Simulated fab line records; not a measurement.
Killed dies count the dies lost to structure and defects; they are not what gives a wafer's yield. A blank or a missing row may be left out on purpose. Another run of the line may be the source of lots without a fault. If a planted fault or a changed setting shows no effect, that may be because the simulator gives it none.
The tool behind it: which one? || flow sfq_line || 14 lots with 42 wafers sampled at 3 steps, on a route of 325 steps

== WHAT THE GAUGES READ, wafer by wafer ==
SFQ_L0_RS_MEAS_901: measures by four-point-probe. Usual: for L0_MONX_KI_RS the level is 43.6 ohm/sq and the standard deviation is 0.43.
{"lot": "L429", "measured": "day 1 12:35", "on": "film_metro-01", "L0_MONX_KI_RS (ohm/sq)": "43.7 43.4 44.1", "flag": ""}
{"lot": "L430", "measured": "day 1 17:34", "on": "film_metro-01", "L0_MONX_KI_RS (ohm/sq)": "44.1 44.2 44.1", "flag": ""}
{"lot": "L432", "measured": "day 2 03:35", "on": "film_metro-04", "L0_MONX_KI_RS (ohm/sq)": "44.5 44.1 44.1", "flag": ""}
{"lot": "L433", "measured": "day 2 08:37", "on": "film_metro-02", "L0_MONX_KI_RS (ohm/sq)": "43.0 43.0 43.2", "flag": ""}
{"lot": "L434", "measured": "day 2 13:34", "on": "film_metro-02", "L0_MONX_KI_RS (ohm/sq)": "43.4 43.8 43.6", "flag": ""}
{"lot": "L436", "measured": "day 2 23:34", "on": "film_metro-04", "L0_MONX_KI_RS (ohm/sq)": "43.9 44.2 44.2", "flag": ""}
{"lot": "L437", "measured": "day 3 04:34", "on": "film_metro-02", "L0_MONX_KI_RS (ohm/sq)": "43.5 43.5 43.2", "flag": ""}
{"lot": "L440", "measured": "day 3 19:36", "on": "film_metro-01", "L0_MONX_KI_RS (ohm/sq)": "43.6 43.8 43.9", "flag": ""}
{"lot": "L441", "measured": "day 4 00:35", "on": "film_metro-04", "L0_MONX_KI_RS (ohm/sq)": "43.8 44.0 44.1", "flag": ""}
{"lot": "L443", "measured": "day 4 10:34", "on": "film_metro-04", "L0_MONX_KI_RS (ohm/sq)": "43.7 43.5 43.7", "flag": ""}
{"lot": "L445", "measured": "day 4 20:36", "on": "film_metro-04", "L0_MONX_KI_RS (ohm/sq)": "24.5 43.4 43.5", "flag": "OFF"}
{"lot": "L449", "measured": "day 5 16:35", "on": "film_metro-04", "L0_MONX_KI_RS (ohm/sq)": "24.2 42.4 42.5", "flag": "OFF"}
{"lot": "L450", "measured": "day 5 21:34", "on": "film_metro-04", "L0_MONX_KI_RS (ohm/sq)": "43.3 43.3 43.3", "flag": ""}
{"lot": "L452", "measured": "day 6 07:34", "on": "film_metro-02", "L0_MONX_KI_RS (ohm/sq)": "43.1 43.4 43.3", "flag": ""}

SFQ_L0_THK_MEAS_902: measures by xrf. Usual: for L0_MONX_KI_THK the level is 39.7 nm and the standard deviation is 0.44.
{"lot": "L429", "measured": "day 1 12:41", "on": "film_metro-01", "L0_MONX_KI_THK (nm)": "39.2 39.7 39.3", "flag": ""}
{"lot": "L430", "measured": "day 1 17:41", "on": "film_metro-01", "L0_MONX_KI_THK (nm)": "39.1 39.2 39.1", "flag": ""}
{"lot": "L432", "measured": "day 2 03:41", "on": "film_metro-04", "L0_MONX_KI_THK (nm)": "39.0 39.2 39.1", "flag": ""}
{"lot": "L433", "measured": "day 2 08:43", "on": "film_metro-02", "L0_MONX_KI_THK (nm)": "40.3 40.4 40.0", "flag": ""}
{"lot": "L434", "measured": "day 2 13:41", "on": "film_metro-02", "L0_MONX_KI_THK (nm)": "39.9 39.5 39.8", "flag": ""}
{"lot": "L436", "measured": "day 2 23:41", "on": "film_metro-04", "L0_MONX_KI_THK (nm)": "39.3 39.2 39.0", "flag": ""}
{"lot": "L437", "measured": "day 3 04:41", "on": "film_metro-02", "L0_MONX_KI_THK (nm)": "39.9 39.9 40.0", "flag": ""}
{"lot": "L440", "measured": "day 3 19:42", "on": "film_metro-01", "L0_MONX_KI_THK (nm)": "40.1 39.9 39.6", "flag": ""}
{"lot": "L441", "measured": "day 4 00:41", "on": "film_metro-04", "L0_MONX_KI_THK (nm)": "39.4 39.1 39.0", "flag": ""}
{"lot": "L443", "measured": "day 4 10:41", "on": "film_metro-04", "L0_MONX_KI_THK (nm)": "39.6 39.5 39.4", "flag": ""}
{"lot": "L445", "measured": "day 4 20:42", "on": "film_metro-04", "L0_MONX_KI_THK (nm)": "69.8 39.9 39.6", "flag": "OFF"}
{"lot": "L449", "measured": "day 5 16:41", "on": "film_metro-04", "L0_MONX_KI_THK (nm)": "71.4 40.9 40.8", "flag": "OFF"}
{"lot": "L450", "measured": "day 5 21:41", "on": "film_metro-04", "L0_MONX_KI_THK (nm)": "40.0 39.6 39.9", "flag": ""}
{"lot": "L452", "measured": "day 6 07:41", "on": "film_metro-02", "L0_MONX_KI_THK (nm)": "39.7 39.7 39.7", "flag": ""}

== WHICH TOOL RAN EACH LOT (tool, then ch and the chambers of the sampled wafers, then the start) ==
{"lot": "L429", "SFQ_TRILAYER_L0_DEP_SPUTTER_003": "pvd_sputter-06, day 1 12:29"}
{"lot": "L430", "SFQ_TRILAYER_L0_DEP_SPUTTER_003": "pvd_sputter-03, day 1 17:29"}
{"lot": "L432", "SFQ_TRILAYER_L0_DEP_SPUTTER_003": "pvd_sputter-06, day 2 03:29"}
{"lot": "L433", "SFQ_TRILAYER_L0_DEP_SPUTTER_003": "pvd_sputter-05, day 2 08:29"}
{"lot": "L434", "SFQ_TRILAYER_L0_DEP_SPUTTER_003": "pvd_sputter-05, day 2 13:29"}
{"lot": "L436", "SFQ_TRILAYER_L0_DEP_SPUTTER_003": "pvd_sputter-03, day 2 23:29"}
{"lot": "L437", "SFQ_TRILAYER_L0_DEP_SPUTTER_003": "pvd_sputter-05, day 3 04:29"}
{"lot": "L440", "SFQ_TRILAYER_L0_DEP_SPUTTER_003": "pvd_sputter-05, day 3 19:29"}
{"lot": "L441", "SFQ_TRILAYER_L0_DEP_SPUTTER_003": "pvd_sputter-06, day 4 00:29"}
{"lot": "L443", "SFQ_TRILAYER_L0_DEP_SPUTTER_003": "pvd_sputter-03, day 4 10:29"}
{"lot": "L445", "SFQ_TRILAYER_L0_DEP_SPUTTER_003": "pvd_sputter-03, day 4 20:29"}
{"lot": "L449", "SFQ_TRILAYER_L0_DEP_SPUTTER_003": "pvd_sputter-03, day 5 16:29"}
{"lot": "L450", "SFQ_TRILAYER_L0_DEP_SPUTTER_003": "pvd_sputter-05, day 5 21:29"}
{"lot": "L452", "SFQ_TRILAYER_L0_DEP_SPUTTER_003": "pvd_sputter-06, day 6 07:29"}
- SFQ_TRILAYER_L0_DEP_SPUTTER_003: material MoNx KI, target thk 40 nm, time 100 s.

== AS READ BY THE TOOLS THEMSELVES (means over the sampled wafers that have a number; for cases with no such wafer, the mark the record gives instead) ==
SFQ_TRILAYER_L0_DEP_SPUTTER_003. Usual: chamber_pressure_pa 0.4001 Pa, standard deviation 0.00083; throttle_valve_pct 29.9 %, standard deviation 0.78.
{"lot": "L429", "tool": "pvd_sputter-06", "chamber_pressure_pa (Pa)": 0.4004, "throttle_valve_pct (%)": 29.2, "flag": ""}
{"lot": "L430", "tool": "pvd_sputter-03", "chamber_pressure_pa (Pa)": 0.4003, "throttle_valve_pct (%)": 29.6, "flag": ""}
{"lot": "L432", "tool": "pvd_sputter-06", "chamber_pressure_pa (Pa)": 0.3994, "throttle_valve_pct (%)": 30.2, "flag": ""}
{"lot": "L433", "tool": "pvd_sputter-05", "chamber_pressure_pa (Pa)": 0.4001, "throttle_valve_pct (%)": 30.1, "flag": ""}
{"lot": "L434", "tool": "pvd_sputter-05", "chamber_pressure_pa (Pa)": 0.3995, "throttle_valve_pct (%)": 30.3, "flag": ""}
{"lot": "L436", "tool": "pvd_sputter-03", "chamber_pressure_pa (Pa)": 0.4002, "throttle_valve_pct (%)": 30.0, "flag": ""}
{"lot": "L437", "tool": "pvd_sputter-05", "chamber_pressure_pa (Pa)": 0.3998, "throttle_valve_pct (%)": 30.3, "flag": ""}
{"lot": "L440", "tool": "pvd_sputter-05", "chamber_pressure_pa (Pa)": 0.3995, "throttle_valve_pct (%)": 30.2, "flag": ""}
{"lot": "L441", "tool": "pvd_sputter-06", "chamber_pressure_pa (Pa)": 0.4002, "throttle_valve_pct (%)": 29.5, "flag": ""}
{"lot": "L443", "tool": "pvd_sputter-03", "chamber_pressure_pa (Pa)": 0.4001, "throttle_valve_pct (%)": 29.7, "flag": ""}
{"lot": "L445", "tool": "pvd_sputter-03", "chamber_pressure_pa (Pa)": 0.4010, "throttle_valve_pct (%)": 29.8, "flag": ""}
{"lot": "L449", "tool": "pvd_sputter-03", "chamber_pressure_pa (Pa)": 0.3996, "throttle_valve_pct (%)": 29.0, "flag": ""}
{"lot": "L450", "tool": "pvd_sputter-05", "chamber_pressure_pa (Pa)": 0.4007, "throttle_valve_pct (%)": 30.3, "flag": ""}
{"lot": "L452", "tool": "pvd_sputter-06", "chamber_pressure_pa (Pa)": 0.3993, "throttle_valve_pct (%)": 30.1, "flag": ""}

== THE ANSWER, worked out from the rows above alone ==
Rule: lot off if the mean of its wafers having a number is beyond 3 standard deviations from the usual mean. Also off: a lot with no number at a reading for which 4 or more lots have one. Any other lot the step has rows for is counted as sound. First the gauges in route order, then the tools' own readings, where a lot's mean is used as printed above. The first step at which some lot is off is used, and at that step the reading that is off furthest; a lot without a number counts as furthest.
Off: L445, L449, seen at SFQ_L0_RS_MEAS_901 (L0_MONX_KI_RS).
A tool fits if, at a process step before that reading, it ran every lot that is off, and no sound lot after the first of them. Those tools and the gauges at SFQ_L0_RS_MEAS_901 are tried in the same way. One fits: pvd_sputter-03 at SFQ_TRILAYER_L0_DEP_SPUTTER_003. Its last sound lot is L443 (day 4 10:29), its first lot that is off L445 (day 4 20:29): a fault that began between those two fits.

== WHAT WAS PUT IN BY THE SIMULATOR ==
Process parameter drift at SFQ_TRILAYER_L0_DEP_SPUTTER_003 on pvd_sputter-03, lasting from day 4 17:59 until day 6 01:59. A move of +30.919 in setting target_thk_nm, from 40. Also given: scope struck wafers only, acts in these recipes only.
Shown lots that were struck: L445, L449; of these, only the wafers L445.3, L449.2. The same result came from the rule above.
